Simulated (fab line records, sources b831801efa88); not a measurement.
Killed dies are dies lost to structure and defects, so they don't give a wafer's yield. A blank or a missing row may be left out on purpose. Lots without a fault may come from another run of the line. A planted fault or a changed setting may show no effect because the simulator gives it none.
fab line records | flow sky130
record lots=15 wafers=45 last_day=50
route steps=708 shown VIA3@595 METAL4@602 CAP2M@612
lots that met no fault: from a run of the same line without faults
start_h: hours from the record's first day to the start of the lot's first wafer shown | wait_h: hours since the lot's step before | " the same as in the row above | L1.1+2: a row that stands for several wafers | - no value, or no start given | * or withheld: withheld | < > ~ a bound
route shown NAME@n: a module of which the file shows steps, and the number in the route of the first | usual: mean/standard deviation of fault-free wafers | same: alike in all rows | chamber/n: place in a boat | sites: the reading at each site | _std_site: their standard deviation | _edge_site: outer sites' mean less inner sites' | radius_mm: how far each site lies from the wafer's centre | mask NAME#n: copy n | behind: the tool/chamber that last shaped the wafer | hold: why the lot was held/for how many hours/how that ended | device: the transistor (n, p or np) that didn't switch | end of line: the same wafers' tests at the end of the route | a step without rows: its recipe alone | killed: dies lost to structure and defects at the first sort, not the wafer's yield | map: a wafer's dies, x killed, . not, _ none there
set.NAME: the setting as run; set.NAME@STEP: as run at that earlier step | model.NAME: the simulator's own value behind a step, which no gauge read
steps of the route over a sample of lots; a table a step, a row a wafer
services: from which hour (start_h, from the record's first day; less than 0 if before it) a tool's chamber was out of use, for how many hours, and why
## steps
# step SKY_VIA3_RS_MEAS_22
# recipe thk_meas_gauge=four-point-probe reads=W_of_VIA3_CVD_21+TiN_of_VIA3_SPUTTER_20
# usual VIA3_W_RS=0.293/0.0059
# columns lot.wafer tool chamber start_h wait_h VIA3_W_RS[ohm/sq]
L274.1 film_metro-01 - 945.31 0.1 0.298
L274.5 " - " " 0.293
L274.6 " - " " 0.299
L275.1 film_metro-03 - 953.16 0.1 0.286
L275.3 " - " " 0.297
L275.6 " - " " 0.286
L276.3 film_metro-01 - 961.96 0.1 0.299
L276.4 " - " " 0.289
L276.6 " - " " 0.288
L277.1 film_metro-04 - 968.12 0.1 0.298
L277.3 " - " " 0.291
L277.4 " - " " 0.299
L278.2 film_metro-03 - 979.82 0.1 0.299
L278.4 " - " " 0.296
L278.6 " - " " 0.298
L279.3 film_metro-01 - 982.55 0.1 0.294
L279.4 " - " " 0.289
L279.6 " - " " 0.300
L283.1 film_metro-04 - 1012.59 0.1 0.296
L283.2 " - " " 0.284
L283.4 " - " " 0.295
L282.1 film_metro-03 - 1014.13 0.1 0.302
L282.3 " - " " 0.301
L282.6 " - " " 0.299
L284.1 film_metro-04 - 1017.74 0.1 0.289
L284.2 " - " " 0.292
L284.3 " - " " 0.298
L285.3 film_metro-04 - 1022.12 0.1 0.296
L285.4 " - " " 0.290
L285.5 " - " " 0.287
L286.1 film_metro-01 - 1038.31 0.1 0.309
L286.3 " - " " 0.304
L286.5 " - " " 0.308
L287.1 film_metro-03 - 1043.16 0.1 0.291
L287.3 " - " " 0.305
L287.6 " - " " 0.302
L292.2 film_metro-03 - 1067.49 0.1 0.290
L292.3 " - " " 0.287
L292.6 " - " " 0.288
L293.2 film_metro-03 - 1070.72 0.1 0.285
L293.3 " - " " 0.289
L293.6 " - " " 0.298
L294.1 film_metro-01 - 1081.02 0.1 0.287
L294.4 " - " " 0.291
L294.6 " - " " 0.299
# step SKY_METAL4_SPUTTER_04
# recipe material=TiN target_thk_nm=70 power_w=6500 time_s=58.3 chamber_pressure_pa=0.4
# usual throttle_valve_pct=29.8/1.4
# columns lot.wafer tool chamber start_h wait_h throttle_valve_pct
L274.1 pvd_sputter-02 - 946.26 0.0 28.5
L274.5 " - " " 29.1
L274.6 " - " " 28.6
L275.1 pvd_sputter-03 - 953.74 0.0 27.3
L275.3 " - " " 31.0
L275.6 " - " " 31.3
L276.3 pvd_sputter-03 - 962.51 0.0 31.1
L276.4 " - " " 29.5
L276.6 " - " " 31.5
L277.1 pvd_sputter-04 - 968.81 0.0 30.0
L277.3 " - " " 30.4
L277.4 " - " " 32.1
L278.2 pvd_sputter-03 - 980.39 0.0 31.0
L278.4 " - " " 31.6
L278.6 " - " " 27.4
L279.3 pvd_sputter-02 - 983.09 0.0 30.8
L279.4 " - " " 29.0
L279.6 " - " " 29.4
L283.1 pvd_sputter-04 - 1013.17 0.0 30.7
L283.2 " - " " 32.1
L283.4 " - " " 30.0
L282.1 pvd_sputter-03 - 1014.71 0.0 27.6
L282.3 " - " " 31.4
L282.6 " - " " 31.2
L284.1 pvd_sputter-03 - 1018.32 0.0 31.0
L284.2 " - " " 31.4
L284.3 " - " " 27.4
L285.3 pvd_sputter-02 - 1022.66 0.0 31.0
L285.4 " - " " 29.3
L285.5 " - " " 29.1
L286.1 pvd_sputter-02 - 1038.89 0.0 29.2
L286.3 " - " " 30.8
L286.5 " - " " 29.1
L287.1 pvd_sputter-04 - 1043.77 0.0 30.3
L287.3 " - " " 32.0
L287.6 " - " " 30.0
L292.2 pvd_sputter-02 - 1068.34 0.0 28.9
L292.3 " - " " 30.6
L292.6 " - " " 28.4
L293.2 pvd_sputter-04 - 1071.28 0.0 32.1
L293.3 " - " " 29.9
L293.6 " - " " 28.7
L294.1 pvd_sputter-02 - 1081.60 0.0 28.5
L294.4 " - " " 29.1
L294.6 " - " " 28.3
# step SKY_CAP2M_EXPOSE_09
# recipe mask_id=CAP2M na=0.6 source_shape=conventional sigma_outer=0.6 polarization=unpolarized target_cd_nm=1000 dose_mj=159
# usual exposure_dose_mJ_cm2=159.00/0.16 focus_offset_nm=0.0/0.56 sigma_outer=0.6/0
# columns lot.wafer tool chamber start_h wait_h mask exposure_dose_mJ_cm2 focus_offset_nm sigma_outer
L274.1 iline_stepper-01 0 959.34 - CAP2M#0 158.93 0.7 0.6
L274.5 " 0 " " CAP2M#0 158.66 0.1 0.6
L274.6 " 0 " " CAP2M#0 159.01 0.5 0.6
L275.1 iline_stepper-02 0 966.25 - CAP2M#0 158.78 0.3 0.6
L275.3 " 0 " " CAP2M#0 158.88 0.0 0.6
L275.6 " 0 " " CAP2M#0 159.00 0.2 0.6
L276.3 iline_stepper-02 0 974.11 - CAP2M#0 158.91 0.6 0.6
L276.4 " 0 " " CAP2M#0 159.00 -0.5 0.6
L276.6 " 0 " " CAP2M#0 158.91 0.4 0.6
L277.1 iline_stepper-01 0 981.22 - CAP2M#0 158.92 0.2 0.6
L277.3 " 0 " " CAP2M#0 158.80 0.8 0.6
L277.4 " 0 " " CAP2M#0 158.92 0.5 0.6
L278.2 iline_stepper-01 0 992.44 - CAP2M#0 159.10 -0.4 0.6
L278.4 " 0 " " CAP2M#0 158.91 -0.6 0.6
L278.6 " 0 " " CAP2M#0 159.17 0.8 0.6
L279.3 iline_stepper-02 0 995.04 - CAP2M#0 159.09 -0.1 0.6
L279.4 " 0 " " CAP2M#0 159.26 -0.6 0.6
L279.6 " 0 " " CAP2M#0 159.30 0.5 0.6
L283.1 iline_stepper-02 0 1024.41 - CAP2M#0 159.00 -1.2 0.6
L283.2 " 0 " " CAP2M#0 159.15 -0.8 0.6
L283.4 " 0 " " CAP2M#0 159.03 0.1 0.6
L282.1 iline_stepper-02 0 1026.29 - CAP2M#0 159.02 -0.4 0.6
L282.3 " 0 " " CAP2M#0 159.07 -0.7 0.6
L282.6 " 0 " " CAP2M#0 159.30 -0.2 0.6
L284.1 iline_stepper-01 - 1029.82 - CAP2M#0 - - -
L284.2 " - " " CAP2M#0 - - -
L284.3 " - " " CAP2M#0 - - -
L285.3 iline_stepper-01 - 1035.08 - CAP2M#0 - - -
L285.4 " - " " CAP2M#0 - - -
L285.5 " - " " CAP2M#0 - - -
L286.1 iline_stepper-01 - 1050.24 - CAP2M#0 - - -
L286.3 " - " " CAP2M#0 - - -
L286.5 " - " " CAP2M#0 - - -
L287.1 iline_stepper-01 0 1054.72 - CAP2M#0 159.16 -0.1 0.6
L287.3 " 0 " " CAP2M#0 158.98 -0.7 0.6
L287.6 " 0 " " CAP2M#0 159.00 0.3 0.6
L292.2 iline_stepper-01 0 1079.78 - CAP2M#0 159.23 0.2 0.6
L292.3 " 0 " " CAP2M#0 159.02 0.1 0.6
L292.6 " 0 " " CAP2M#0 158.99 0.0 0.6
L293.2 iline_stepper-02 0 1082.63 - CAP2M#0 158.75 0.6 0.6
L293.3 " 0 " " CAP2M#0 158.76 0.1 0.6
L293.6 " 0 " " CAP2M#0 158.89 -0.1 0.6
L294.1 iline_stepper-01 0 1091.42 - CAP2M#0 158.99 -0.3 0.6
L294.4 " 0 " " CAP2M#0 159.27 -0.1 0.6
L294.6 " 0 " " CAP2M#0 159.09 -0.6 0.6
# step SKY_CAP2M_METAL_ETCH_13
# recipe target_depth_nm=220 stop_on=SiO2 chemistry=Cl2/BCl3 target=TiN pressure_mtorr=10 icp_w=900 bias_w=48.5 Cl2_flow_sccm=60 bcl3_flow_sccm=30 time_s=62.9
# usual drypump_motor_current_A=5.9/0.43 oes_product_au=0.943/0.0077 throttle_valve_pct=21.900/0.0099
# columns lot.wafer tool chamber start_h wait_h drypump_motor_current_A oes_product_au rf_hours_counter_h throttle_valve_pct
L274.1 rie_metal-01 1 970.63 0.0 5.5 0.951 11 21.891
L274.5 " 0 " " 6.3 0.946 - 21.894
L274.6 " 1 " " 5.5 0.956 - 21.886
L275.1 rie_metal-01 0 977.46 0.0 6.3 0.944 13 21.898
L275.3 " 0 " " 6.3 0.943 - 21.896
L275.6 " 0 " " 6.3 0.942 - 21.887
L276.3 rie_metal-03 0 986.41 0.0 5.7 0.928 - 21.915
L276.4 " 1 " " 6.2 0.931 - 21.908
L276.6 " 0 " " 5.7 0.930 - 21.910
L277.1 rie_metal-01 0 992.78 0.0 6.3 0.935 14 21.894
L277.3 " 0 " " 6.3 0.947 - 21.883
L277.4 " 1 " " 5.5 0.940 - 21.903
L278.2 rie_metal-01 1 1003.63 0.0 5.5 0.935 13 21.894
L278.4 " 0 " " 6.3 0.935 - 21.911
L278.6 " 1 " " 5.5 0.945 - 21.908
L279.3 rie_metal-02 0 1006.81 0.0 6.2 0.940 - 21.900
L279.4 " 1 " " 5.1 0.931 - 21.909
L279.6 " 0 " " 6.2 0.933 - 21.907
L283.1 rie_metal-01 0 1036.18 0.0 6.3 0.954 16 21.899
L283.2 " 1 " " 5.5 0.937 15 21.888
L283.4 " 1 " " 5.5 0.947 - 21.909
L282.1 rie_metal-01 1 1037.93 0.0 5.5 0.941 15 21.912
L282.3 " 0 " " 6.3 0.943 - 21.908
L282.6 " 0 " " 6.3 0.939 - 21.918
L284.1 rie_metal-03 1 1041.87 0.0 6.2 0.953 15 21.904
L284.2 " 0 " " 5.8 0.942 13 21.897
L284.3 " 1 " " 6.2 0.940 - 21.892
L285.3 rie_metal-03 0 1045.08 0.0 5.8 0.949 - 21.909
L285.4 " 1 " " 6.2 0.957 - 21.894
L285.5 " 1 " " 6.2 0.948 - 21.904
L286.1 rie_metal-02 0 1061.26 0.0 6.2 0.945 18 21.891
L286.3 " 0 " " 6.2 0.950 - 21.906
L286.5 " 0 " " 6.2 0.954 - 21.887
L287.1 rie_metal-01 1 1065.26 0.0 5.5 0.926 16 21.895
L287.3 " 1 " " 5.5 0.929 - 21.895
L287.6 " 0 " " 6.3 0.934 - 21.893
L292.2 rie_metal-03 0 1089.67 0.0 5.8 0.950 16 21.894
L292.3 " 0 " " 5.8 0.940 - 21.899
L292.6 " 1 " " 6.2 0.940 - 21.902
L293.2 rie_metal-01 1 1092.12 0.0 5.5 0.929 18 21.923
L293.3 " 1 " " 5.5 0.929 - 21.901
L293.6 " 1 " " 5.5 0.930 - 21.925
L294.1 rie_metal-02 1 1101.17 0.0 5.1 0.949 10 21.891
L294.4 " 0 " " 6.2 0.951 - 21.889
L294.6 " 1 " " 5.1 0.955 - 21.890
## services
# columns tool chamber start_h hours kind
iline_stepper-01 - 924.99 1.7 pm
pvd_sputter-02 - 937.43 0.5 repair
rie_metal-01 - 941.23 1.4 pm
iline_stepper-02 - 970.38 1.7 pm
iline_stepper-02 0 974.16 - calibration
pvd_sputter-03 - 986.14 23.3 repair
iline_stepper-02 - 993.46 0.8 repair
pvd_sputter-04 - 1000.32 8.0 repair
iline_stepper-01 0 1002.80 - calibration
rie_metal-01 - 1050.62 2.8 pm
iline_stepper-02 - 1062.25 3.3 repair
rie_metal-03 - 1088.90 0.5 repair
rie_metal-02 - 1093.19 1.4 pm
## key
first_sign step=SKY_CAP2M_EXPOSE_09 reading=tool_record direction=missing
effect none on later readings
met_at SKY_CAP2M_EXPOSE_09
struck_lots L284,L285,L286
later_rows_left_out L284.1,L284.2,L284.3,L285.3,L285.4,L285.5,L286.1,L286.3,L286.5
sort_left_out L284.1,L284.2,L284.3,L285.3,L285.4,L285.5,L286.1,L286.3,L286.5
not_acting_at SKY_VIA3_RS_MEAS_22,SKY_METAL4_SPUTTER_04,SKY_CAP2M_METAL_ETCH_13
onset_between 992.44 1029.82
fault kind=skipped_step_whole tool=iline_stepper-01 chamber=- onset_h=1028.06 steps=SKY_CAP2M_EXPOSE_09 scope=struck_lots_only
# sort_left_out: the simulated sort isn't trusted on such a fault, so these wafers' sort isn't shown, and their yield isn't known
# later_rows_left_out: the simulator's readings of these wafers behind a module that went badly wrong aren't trusted and aren't shown, but for the sort
